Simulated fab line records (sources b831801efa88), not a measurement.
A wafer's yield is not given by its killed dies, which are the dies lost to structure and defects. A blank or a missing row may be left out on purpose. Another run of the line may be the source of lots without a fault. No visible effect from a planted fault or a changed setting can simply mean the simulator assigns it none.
Chamber matching :: flow sky130 :: rieDiel-04 running SKY_LI_CONTACT_ETCH_14: 4 sister chambers
The step etches BARC in N2/H2, stops on SiO2, time 45.9 s, target depth 60 nm. 8 wafers are shown with their chamber, then 8 later ones without.

EACH WAFER AND ITS CHAMBER
wafer: L085.1
chamber: 1
drypumpMotorCurrentA (A): 5.0
oesProductAu (a.u.): 0.851

wafer: L087.2
chamber: 3
drypumpMotorCurrentA (A): 5.0
oesProductAu (a.u.): 0.861

wafer: L087.3
chamber: 0
drypumpMotorCurrentA (A): 5.5
oesProductAu (a.u.): 0.861

wafer: L087.5
chamber: 1
drypumpMotorCurrentA (A): 5.0
oesProductAu (a.u.): 0.862

wafer: L095.1
chamber: 0
drypumpMotorCurrentA (A): 5.4
oesProductAu (a.u.): 0.859

wafer: L095.3
chamber: 3
drypumpMotorCurrentA (A): 5.0
oesProductAu (a.u.): 0.856

wafer: L095.4
chamber: 2
drypumpMotorCurrentA (A): 5.4
oesProductAu (a.u.): 0.844

wafer: L096.1
chamber: 2
drypumpMotorCurrentA (A): 5.4
oesProductAu (a.u.): 0.852

WAFERS MISSING THEIR CHAMBER
wafer: L096.2
drypumpMotorCurrentA (A): 5.0
oesProductAu (a.u.): 0.852

wafer: L096.3
drypumpMotorCurrentA (A): 5.0
oesProductAu (a.u.): 0.846

wafer: L096.4
drypumpMotorCurrentA (A): 5.5
oesProductAu (a.u.): 0.849

wafer: L096.5
drypumpMotorCurrentA (A): 5.1
oesProductAu (a.u.): 0.856

wafer: L096.6
drypumpMotorCurrentA (A): 5.4
oesProductAu (a.u.): 0.849

wafer: L097.1
drypumpMotorCurrentA (A): 5.0
oesProductAu (a.u.): 0.856

wafer: L097.3
drypumpMotorCurrentA (A): 5.0
oesProductAu (a.u.): 0.849

wafer: L097.4
drypumpMotorCurrentA (A): 5.5
oesProductAu (a.u.): 0.851

CHAMBER TAKEN BY EACH
wafer: L096.2
from the rows above: can't be placed: 1 or 3
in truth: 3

wafer: L096.3
from the rows above: can't be placed: 1 or 3
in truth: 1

wafer: L096.4
from the rows above: can't be placed: 0 or 2
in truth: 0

wafer: L096.5
from the rows above: can't be placed: 1 or 3
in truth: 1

wafer: L096.6
from the rows above: 2
in truth: 2

wafer: L097.1
from the rows above: can't be placed: 1 or 3
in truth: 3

wafer: L097.3
from the rows above: can't be placed: 1 or 3
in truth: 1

wafer: L097.4
from the rows above: can't be placed: 0 or 2
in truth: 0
Placed correctly: 1 of 8. Unplaceable from these rows: 7, with the true chamber sitting among the candidates in 7. 0 placed wrongly.
How it was worked out, from the rows above alone: a wafer's distance from a chamber is the root of the sum, over the readings, of the square of ((its reading less the chamber's mean) divided by the reading's scatter). If the next closest chamber is less than 2 further off than the closest, the wafer can't be placed; otherwise it belongs to the closest. For every chamber, the mean is computed from those of its wafers that are shown. The scatter: take each reading less its chamber's mean, square it, sum over the shown wafers, divide by the number of wafers less the number of chambers, and take the root.
